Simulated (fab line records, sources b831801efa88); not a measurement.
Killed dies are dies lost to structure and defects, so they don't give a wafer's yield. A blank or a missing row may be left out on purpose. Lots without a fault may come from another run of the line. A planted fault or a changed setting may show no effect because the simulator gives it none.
Chamber matching | flow sky130 | SKY_CONTACT_CVD_00 on pecvd-01: 3 sister chambers
The step deposits Si3N4, target thk 75 nm. 3 wafers are shown with their chamber, then 8 later ones without.

WAFERS WITH THEIR CHAMBER
wafer  | chamber | heater_power_w (W)
L083.5 | 2       | 662
L086.5 | 0       | 741
L089.2 | 1       | 574

WAFERS WITHOUT THEIR CHAMBER
wafer  | heater_power_w (W)
L089.4 | 779
L089.6 | 714
L090.1 | 752
L090.4 | 726
L090.5 | 748
L093.2 | 493
L093.4 | 494
L093.6 | 775

WHICH CHAMBER EACH WENT THROUGH
wafer  | from the rows above     | in truth
L089.4 | can't be placed: 0 or 2 | 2
L089.6 | can't be placed: 0 or 2 | 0
L090.1 | can't be placed: 0 or 2 | 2
L090.4 | can't be placed: 0 or 2 | 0
L090.5 | can't be placed: 0 or 2 | 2
L093.2 | can't be placed: 1 or 2 | 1
L093.4 | can't be placed: 1 or 2 | 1
L093.6 | can't be placed: 0 or 2 | 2
Placed correctly: 0 of 8. Can't be placed from these rows: 8 (the true chamber is among the candidates in 8). Placed wrongly: 0.
How it was worked out, from the rows above alone: a wafer's distance from a chamber is the root of the sum, over the readings, of the square of ((its reading less the chamber's mean) divided by the reading's scatter). The wafer belongs to the nearest chamber; if the next one is less than 2 further off, it can't be placed. A chamber's mean is the mean of its shown wafers. The scatter: with one shown wafer a chamber, the root of the mean of the squares of how far each hidden wafer lies from its nearest shown one.
